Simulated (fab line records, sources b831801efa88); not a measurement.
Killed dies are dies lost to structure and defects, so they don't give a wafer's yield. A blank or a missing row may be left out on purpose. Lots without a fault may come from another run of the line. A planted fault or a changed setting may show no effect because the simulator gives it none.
fab line records | flow sfq_line
record lots=6 wafers=18 last_day=92
route steps=325 shown M6@255 I6@266 M7@281
lots that met no fault: from a run of the same line without faults
start_h: hours from the record's first day to the start of the lot's first wafer shown | wait_h: hours since the lot's step before | " the same as in the row above | L1.1+2: a row that stands for several wafers | - no value, or no start given | * or withheld: withheld | < > ~ a bound
route shown NAME@n: a module of which the file shows steps, and the number in the route of the first | usual: mean/standard deviation of fault-free wafers | same: alike in all rows | chamber/n: place in a boat | sites: the reading at each site | _std_site: their standard deviation | _edge_site: outer sites' mean less inner sites' | radius_mm: how far each site lies from the wafer's centre | mask NAME#n: copy n | behind: the tool/chamber that last shaped the wafer | hold: why the lot was held/for how many hours/how that ended | device: the transistor (n, p or np) that didn't switch | end of line: the same wafers' tests at the end of the route | a step without rows: its recipe alone | killed: dies lost to structure and defects at the first sort, not the wafer's yield | map: a wafer's dies, x killed, . not, _ none there
set.NAME: the setting as run; set.NAME@STEP: as run at that earlier step | model.NAME: the simulator's own value behind a step, which no gauge read
lots at some steps of the route; a table a step, a row a wafer
services: from which hour (start_h, from the record's first day; less than 0 if before it) a tool's chamber was out of use, for how many hours, and why
## steps
# step SFQ_TRILAYER_M6_LITHO_COAT_164
# recipe resist=BARC spin_rpm=3000 resist_thk_nm=62
# step SFQ_TRILAYER_M6_LITHO_COAT_159
# recipe resist=KrF spin_rpm=3000 resist_thk_nm=600
# step SFQ_TRILAYER_M6_LITHO_SOFTBAKE_163
# recipe temp_c=withheld time_s=withheld resist=KrF
# step SFQ_TRILAYER_M6_LITHO_EXPOSE_160
# recipe mask_id=M6 na=0.6 source_shape=conventional sigma_outer=0.65 target_cd_nm=500 dose_mj=14.4
# step SFQ_TRILAYER_M6_LITHO_PEB_162
# recipe peb_temp_c=115 peb_time_s=60 resist=KrF
# step SFQ_TRILAYER_M6_LITHO_DEVELOP_161
# recipe time_s=60 resist=KrF
# step SFQ_M6_OVL_MEAS_940
# usual M6_OVL=2/4.9
# columns lot.wafer tool chamber start_h wait_h M6_OVL[nm]
L698.3 overlay-01 - 1736.77 0.1 6
L698.4 " - " " 7
L698.6 " - " " 12
L699.2 overlay-02 - 1741.58 0.1 1
L699.3 " - " " 5
L699.6 " - " " 4
L703.1 overlay-02 - 1848.62 0.1 -2
L703.3 " - " " 4
L703.6 " - " " -1
L704.1 overlay-02 - 1851.02 0.1 0
L704.2 " - " " -5
L704.3 " - " " 2
L714.3 overlay-02 - 1925.54 0.1 -3
L714.4 " - " " -2
L714.5 " - " " -3
L716.1 overlay-02 - 1927.93 0.1 8
L716.2 " - " " -1
L716.4 " - " " 6
# step SFQ_TRILAYER_M6_BARC_OPEN_METAL_ETCH_206
# recipe mask_material=PR chemistry=O2 target_depth_nm=125 target=BARC icp_w=600 bias_w=80 pressure_mtorr=10 time_s=41.7
# step SFQ_TRILAYER_M6_ETCH_METAL_ETCH_162
# recipe target=Nb stop_on=SiO2 mask_material=PR chemistry=Cl2/Ar target_depth_nm=240 icp_w=600 bias_w=80 pressure_mtorr=10 time_s=120
# usual drypump_motor_current_A=5.5/0.33 oes_product_au=0.894/0.0087
# columns lot.wafer tool chamber start_h wait_h drypump_motor_current_A oes_product_au rf_hours_counter_h
L698.3 rie_metal-04 0 1736.89 0.1 5.4 0.903 -
L698.4 " 1 " " 5.5 0.919 -
L698.6 " 1 " " 5.5 0.891 -
L699.2 rie_metal-03 1 1741.67 0.0 5.2 0.899 90
L699.3 " 1 " " 5.2 0.878 -
L699.6 " 1 " " 5.2 0.904 -
L703.1 rie_metal-04 1 1848.72 0.0 5.5 0.903 0
L703.3 " 1 " " 5.5 0.913 -
L703.6 " 1 " " 5.5 0.904 -
L704.1 rie_metal-03 0 1851.12 0.0 5.9 0.889 117
L704.2 " 1 " " 5.2 0.897 109
L704.3 " 0 " " 5.9 0.892 -
L714.3 rie_metal-03 0 1925.67 0.1 5.9 0.905 -
L714.4 " 1 " " 5.1 0.890 -
L714.5 " 1 " " 5.1 0.899 -
L716.1 rie_metal-03 0 1928.03 0.0 5.9 0.893 2
L716.2 " 1 " " 5.1 0.896 126
L716.4 " 0 " " 5.9 0.900 -
# step SFQ_TRILAYER_M6_STRIP_STRIP_163
# recipe gas=O2 power_w=200 platen_temp_c=40 overash_fraction=0.65 chemistry=O2 pressure_mtorr=50
# usual drypump_motor_current_A=5.5/0.34 oes_product_au=1.002/0.01
# columns lot.wafer tool chamber start_h wait_h drypump_motor_current_A oes_product_au rf_hours_counter_h
L698.3 rie_metal-04 0 1737.18 0.2 5.4 1.006 -
L698.4 " 1 " " 5.5 0.982 -
L698.6 " 1 " " 5.5 0.981 -
L699.2 rie_metal-03 1 1741.79 0.1 5.2 0.995 91
L699.3 " 1 " " 5.2 0.994 -
L699.6 " 1 " " 5.2 0.988 -
L703.1 rie_metal-04 1 1848.84 0.1 5.5 1.019 0
L703.3 " 1 " " 5.5 1.007 -
L703.6 " 1 " " 5.5 1.013 -
L704.1 rie_metal-03 0 1851.24 0.1 6.0 1.022 117
L704.2 " 1 " " 5.1 1.005 109
L704.3 " 0 " " 6.0 1.020 -
L714.3 rie_metal-03 0 1925.95 0.2 5.9 1.003 -
L714.4 " 1 " " 5.1 1.004 -
L714.5 " 1 " " 5.2 1.010 -
L716.1 rie_metal-03 0 1928.15 0.1 5.9 1.007 2
L716.2 " 1 " " 5.2 1.000 126
L716.4 " 0 " " 5.9 1.001 -
# step SFQ_TRILAYER_M6_STRIP_SOLV_CLEAN_164
# recipe chemistry=NMP temp_c=70 time_s=600
# step SFQ_TRILAYER_I6_DEP_PECVD_165
# recipe material=SiO2 temp_c=150 time_s=111.11 pressure_torr=2.4 rf_w=183.3 precursor=SiH4/N2O target_thk_nm=500
# usual heater_power_outer_w=28/8.1 heater_power_w=81/15 throttle_valve_pct=25.9/2
# columns lot.wafer tool chamber start_h wait_h heater_power_outer_w heater_power_w throttle_valve_pct
L698.3 pecvd-01 1 1737.75 0.0 30 77 23.9
L698.4 " 0 " " 29 78 24.2
L698.6 " 1 " " 19 62 24.1
L699.2 pecvd-04 1 1742.57 0.0 30 81 25.8
L699.3 " 2 " " 14 60 24.3
L699.6 " 1 " " 32 84 25.7
L703.1 pecvd-03 1 1849.62 0.0 37 91 28.5
L703.3 " 2 " " 44 106 25.2
L703.6 " 2 " " 46 109 25.1
L704.1 pecvd-04 2 1852.02 0.0 17 62 24.2
L704.2 " 1 " " 29 82 25.9
L704.3 " 0 " " 25 65 29.5
L714.3 pecvd-03 2 1926.73 0.0 46 108 25.1
L714.4 " 2 " " 33 92 25.3
L714.5 " 0 " " 41 106 24.2
L716.1 pecvd-01 2 1929.10 0.0 19 79 26.0
L716.2 " 0 " " 28 80 25.0
L716.4 " 0 " " 30 81 25.1
# step SFQ_TRILAYER_I6_CMP_CMP_166
# recipe material=SiO2 down_force_psi=3 platen_rpm=60 pad_velocity_m_s=0.94248
# usual edge_zone_pressure_frac=0.999/0.0051 motor_current_A=10.3/0.72 time_to_endpoint_s=209/8.5
# columns lot.wafer tool chamber start_h wait_h edge_zone_pressure_frac motor_current_A time_to_endpoint_s model.SiO2_of_TRILAYER_I6_DEP_PECVD_165.thk_nm
L698.3 cmp-01 1 1739.66 1.9 0.996 9.9 197 199.2
L698.4 " 2 " " 0.996 10.9 208 200.6
L698.6 " 2 1742.16 4.3 0.998 11.5 217 201.8
L699.2 cmp-01 1 1742.66 0.0 1.005 10.1 205 198.9
L699.3 " 3 1743.66 1.0 1.003 9.7 209 199.4
L699.6 " 2 1745.16 2.5 0.995 11.7 219 200.6
L703.3 cmp-01 0 1850.20 0.5 0.996 10.1 196 218.3
L703.1 " 1 " " 0.997 9.5 198 199.1
L703.6 " 0 1852.20 2.5 0.991 10.4 210 198.2
L704.1 cmp-01 0 1852.70 0.6 0.992 10.2 210 199.7
L704.3 " 1 " " 0.998 10.3 187 220.1
L704.2 " 3 1854.20 2.1 0.999 9.9 194 220.5
L714.3 cmp-02 2 1930.81 4.0 0.993 9.8 200 197.8
L714.4 " 3 " " 0.998 10.7 212 199.3
L714.5 " 2 1932.81 6.0 0.995 9.7 204 198.9
L716.1 cmp-02 3 1937.31 8.2 1.002 10.7 212 199.4
L716.4 " 0 " " 0.994 9.9 217 198.4
L716.2 " 1 " " 1.001 9.9 200 198.4
# step SFQ_I6_BOW_MEAS_941
# recipe mode=bow
# usual I6_BOW=7/8.7
# columns lot.wafer tool chamber start_h wait_h I6_BOW[um]
L698.3 film_metro-03 - 1742.70 2.5 23
L698.4 " - " " -6
L698.6 " - " " 10
L699.2 film_metro-01 - 1745.68 2.5 29
L699.3 " - " " 27
L699.6 " - " " 23
L703.1 film_metro-02 - 1852.70 1.5 15
L703.3 " - " " 9
L703.6 " - " " 4
L704.1 film_metro-03 - 1855.70 2.5 2
L704.2 " - " " 6
L704.3 " - " " 6
L714.3 film_metro-01 - 1933.85 2.5 14
L714.4 " - " " 20
L714.5 " - " " 19
L716.1 film_metro-01 - 1939.81 2.0 -2
L716.2 " - " " -8
L716.4 " - " " 1
# step SFQ_TRILAYER_I6_METRO_MEASURE_167
# usual thk_nm=199.3/0.91
# columns lot.wafer tool chamber start_h wait_h thk_nm
L698.3 film_metro-03 - 1743.18 0.5 199.1
L698.4 " - " " 200.6
L698.6 " - " " 201.7
L699.2 film_metro-01 - 1745.98 0.3 198.9
L699.3 " - " " 199.4
L699.6 " - " " 200.5
L703.1 film_metro-02 - 1852.82 0.1 199.0
L703.3 " - " " 218.1
L703.6 " - " " 198.3
L704.1 film_metro-03 - 1855.82 0.1 199.8
L704.2 " - " " 220.4
L704.3 " - " " 220.0
L714.3 film_metro-01 - 1934.33 0.5 197.7
L714.4 " - " " 199.2
L714.5 " - " " 198.7
L716.1 film_metro-01 - 1939.93 0.1 199.2
L716.2 " - " " 198.3
L716.4 " - " " 198.7
# step SFQ_TRILAYER_I6_VIA_LITHO_COAT_174
# recipe resist=BARC spin_rpm=3000 resist_thk_nm=62
# step SFQ_TRILAYER_I6_VIA_LITHO_COAT_169
# recipe resist=KrF spin_rpm=3000 resist_thk_nm=650
# step SFQ_TRILAYER_I6_VIA_LITHO_SOFTBAKE_173
# recipe temp_c=withheld time_s=withheld resist=KrF
# step SFQ_TRILAYER_I6_VIA_LITHO_EXPOSE_170
# recipe mask_id=I6 na=0.6 source_shape=conventional sigma_outer=0.65 target_cd_nm=700 dose_mj=21.3
# step SFQ_TRILAYER_I6_VIA_LITHO_PEB_172
# recipe peb_temp_c=115 peb_time_s=60 resist=KrF
# step SFQ_TRILAYER_I6_VIA_LITHO_DEVELOP_171
# recipe time_s=60 resist=KrF
# step SFQ_I6_OVL_MEAS_942
# usual I6_OVL=1/5.3
# columns lot.wafer tool chamber start_h wait_h I6_OVL[nm]
L698.3 overlay-02 - 1822.68 0.1 -2
L698.4 " - " " 1
L698.6 " - " " 3
L699.2 overlay-02 - 1834.68 0.1 1
L699.3 " - " " 0
L699.6 " - " " -1
L703.1 overlay-01 - 1932.60 0.1 8
L703.3 " - " " 9
L703.6 " - " " 2
L704.1 overlay-01 - 1936.20 0.1 1
L704.2 " - " " 2
L704.3 " - " " 3
L714.3 overlay-02 - 2015.86 0.1 0
L714.4 " - " " 2
L714.5 " - " " -8
L716.1 overlay-02 - 2023.05 0.1 -5
L716.2 " - " " 1
L716.4 " - " " 5
# step SFQ_TRILAYER_I6_VIA_BARC_OPEN_VIA_ETCH_235
# recipe mask_material=PR chemistry=O2 target_depth_nm=125 target=BARC source_w=500 bias_w=80 pressure_mtorr=30 time_s=41.7
# usual drypump_motor_current_A=5.6/0.46 oes_product_au=0.685/0.0052
# columns lot.wafer tool chamber start_h wait_h drypump_motor_current_A oes_product_au rf_hours_counter_h
L698.3 rie_diel-02 0 1822.71 0.0 5.8 0.688 11
L698.4 " 3 " " 6.2 0.682 13
L698.6 " 1 " " 5.4 0.676 -
L699.2 rie_diel-03 0 1834.71 0.0 5.3 0.691 15
L699.3 " 1 " " 4.8 0.689 5
L699.6 " 3 " " 5.5 0.679 -
L703.1 rie_diel-03 3 1932.64 0.0 5.5 0.690 16
L703.3 " 2 " " 5.1 0.686 14
L703.6 " 1 " " 4.8 0.694 -
L704.1 rie_diel-02 0 1936.24 0.0 5.9 0.685 13
L704.2 " 3 " " 6.2 0.682 14
L704.3 " 1 " " 5.4 0.685 17
L714.3 rie_diel-02 3 2015.89 0.0 6.2 0.680 15
L714.4 " 1 " " 5.4 0.690 18
L714.5 " 3 " " 6.2 0.676 -
L716.1 rie_diel-01 1 2023.09 0.0 6.0 0.690 15
L716.2 " 3 " " 4.8 0.692 1
L716.4 " 0 " " 5.9 0.685 12
# step SFQ_TRILAYER_I6_VIA_ETCH_VIA_ETCH_172
# recipe target=SiO2 stop_on=Nb mask_material=PR taper_deg=20 chemistry=CHF3 target_depth_nm=260 source_w=500 bias_w=80 pressure_mtorr=30 time_s=withheld
# usual drypump_motor_current_A=5.6/0.46 oes_product_au=0.853/0.005
# columns lot.wafer tool chamber start_h wait_h drypump_motor_current_A oes_product_au model.etch.depth_nm model.I6.feature_depth_nm
L698.3 rie_diel-02 0 1822.75 0.0 5.9 0.858 199.2 199.2
L698.4 " 3 " " 6.2 0.863 200.6 200.6
L698.6 " 1 " " 5.3 0.856 201.8 201.8
L699.2 rie_diel-03 0 1834.75 0.0 5.2 0.858 198.9 198.9
L699.3 " 1 " " 4.8 0.851 199.4 199.4
L699.6 " 3 " " 5.5 0.857 200.6 200.6
L703.1 rie_diel-03 3 1932.68 0.0 5.5 0.856 199.1 199.1
L703.3 " 2 " " 5.1 0.893 218.3 218.3
L703.6 " 1 " " 4.8 0.859 198.2 198.2
L704.1 rie_diel-02 0 1936.28 0.0 5.8 0.856 199.7 199.7
L704.2 " 3 " " 6.2 0.907 220.5 220.5
L704.3 " 1 " " 5.3 0.901 220.1 220.1
L714.3 rie_diel-02 3 2015.93 0.0 6.2 0.849 197.8 197.8
L714.4 " 1 " " 5.3 0.844 199.3 199.3
L714.5 " 3 " " 6.2 0.846 198.9 198.9
L716.1 rie_diel-01 1 2023.13 0.0 6.0 0.851 199.4 199.4
L716.2 " 3 " " 4.8 0.853 198.4 198.4
L716.4 " 0 " " 5.9 0.855 198.4 198.4
# step SFQ_TRILAYER_I6_VIA_STRIP_STRIP_173
# recipe gas=O2 power_w=200 platen_temp_c=40 overash_fraction=0.65 chemistry=O2 pressure_mtorr=50
# step SFQ_TRILAYER_I6_VIA_STRIP_SOLV_CLEAN_174
# recipe chemistry=NMP temp_c=70 time_s=600
# step SFQ_TRILAYER_M7_DEP_PRE_CLEAN_176
# recipe gas=Ar time_s=22.5 bias_v=250
# columns lot.wafer tool chamber start_h wait_h model.SiO2_of_TRILAYER_I6_DEP_PECVD_165.thk_nm
L698.3 pvd_sputter-05 - 1823.63 0.0 191.7
L698.4 " - " " 193.1
L698.6 " - " " 194.3
L699.2 pvd_sputter-04 - 1835.63 0.0 191.4
L699.3 " - " " 191.9
L699.6 " - " " 193.1
L703.1 pvd_sputter-03 - 1933.57 0.0 191.6
L703.3 " - " " 210.8
L703.6 " - " " 190.7
L704.1 pvd_sputter-05 - 1937.17 0.0 192.2
L704.2 " - " " 213
L704.3 " - " " 212.6
L714.3 pvd_sputter-05 - 2016.81 0.0 190.3
L714.4 " - " " 191.8
L714.5 " - " " 191.4
L716.1 pvd_sputter-05 - 2024.01 0.0 191.9
L716.2+4 " - " " 190.9
# step SFQ_TRILAYER_M7_DEP_SPUTTER_175
# recipe material=Nb base_pressure_pa=1.33e-06 chamber_pressure_pa=0.1333 substrate_temp_c=20 target_thk_nm=200 power_w=2000 time_s=133.3
# usual cathode_dc_power_W=2000.1/0.39 throttle_valve_pct=29.9/1.3
# columns lot.wafer tool chamber start_h wait_h cathode_dc_power_W throttle_valve_pct
L698.3 pvd_sputter-05 - 1823.66 0.0 2000.2 31.6
L698.4 " - " " 1999.8 28.3
L698.6 " - " " 1999.1 30.9
L699.2 pvd_sputter-04 - 1835.66 0.0 2000.2 27.2
L699.3 " - " " 1999.6 29.7
L699.6 " - " " 1999.8 30.0
L703.1 pvd_sputter-03 - 1933.59 0.0 2000.3 29.7
L703.3 " - " " 1999.8 28.0
L703.6 " - " " 2001.1 29.8
L704.1 pvd_sputter-05 - 1937.19 0.0 1999.9 31.1
L704.2 " - " " 1999.0 28.2
L704.3 " - " " 2000.0 31.4
L714.3 pvd_sputter-05 - 2016.84 0.0 2000.0 28.3
L714.4 " - " " 2000.5 31.2
L714.5 " - " " 2000.6 28.2
L716.1 pvd_sputter-05 - 2024.04 0.0 1999.7 27.9
L716.2 " - " " 2000.3 31.4
L716.4 " - " " 2000.0 31.5
## services
# columns tool chamber start_h hours kind
cmp-01 - 1727.59 1.3 repair
rie_diel-02 - 1735.07 0.2 repair
rie_diel-03 2 1757.95 15.7 repair
rie_diel-02 1 1776.30 2.3 repair
rie_metal-03 0 1786.01 32.8 repair
cmp-01 - 1808.61 0.2 repair
pvd_sputter-05 - 1821.19 1.2 repair
rie_metal-04 - 1843.62 1.9 repair
pvd_sputter-05 - 1848.07 3.3 repair
rie_diel-03 1 1857.22 4.6 repair
cmp-01 - 1859.26 7.8 pm
rie_metal-04 - 1862.44 2.8 pm
cmp-01 - 1876.81 0.7 repair
rie_metal-03 - 1885.53 0.5 repair
cmp-01 - 1887.74 0.5 repair
cmp-01 - 1894.73 0.4 repair
rie_diel-03 - 1903.89 1.2 repair
rie_diel-03 1 1903.97 3.8 repair
rie_diel-02 - 1912.69 0.7 repair
rie_diel-02 0 1921.37 12.4 repair
cmp-01 - 1933.96 4.1 repair
rie_diel-03 3 1934.31 1.9 repair
rie_diel-03 3 1937.54 6.5 repair
rie_diel-02 0 1999.58 1.2 repair
## key
first_sign step=SFQ_TRILAYER_I6_METRO_MEASURE_167 reading=thk_nm direction=up sigmas=22 usual=199.3 struck=219.5
effect step=SFQ_TRILAYER_I6_VIA_ETCH_VIA_ETCH_172 reading=oes_product_au direction=up sigmas=9.3 usual=0.853 struck=0.900
model_effect step=SFQ_TRILAYER_I6_CMP_CMP_166 value=SiO2_of_TRILAYER_I6_DEP_PECVD_165.thk_nm without=199.6 struck=219.6
model_effect step=SFQ_TRILAYER_I6_VIA_ETCH_VIA_ETCH_172 value=etch.depth_nm without=199.6 struck=219.6
model_effect step=SFQ_TRILAYER_M7_DEP_PRE_CLEAN_176 value=SiO2_of_TRILAYER_I6_DEP_PECVD_165.thk_nm without=192.1 struck=212.1
met_at SFQ_TRILAYER_I6_CMP_CMP_166
struck_wafers L703.3,L704.2,L704.3
fault kind=process_parameter_drift tool=cmp-01 chamber=- onset_h=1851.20 steps=SFQ_TRILAYER_I6_CMP_CMP_166 channel=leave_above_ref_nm offset=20 shape=step end_h=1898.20 scope=struck_wafers_only acts_in=these_recipes_only stated=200
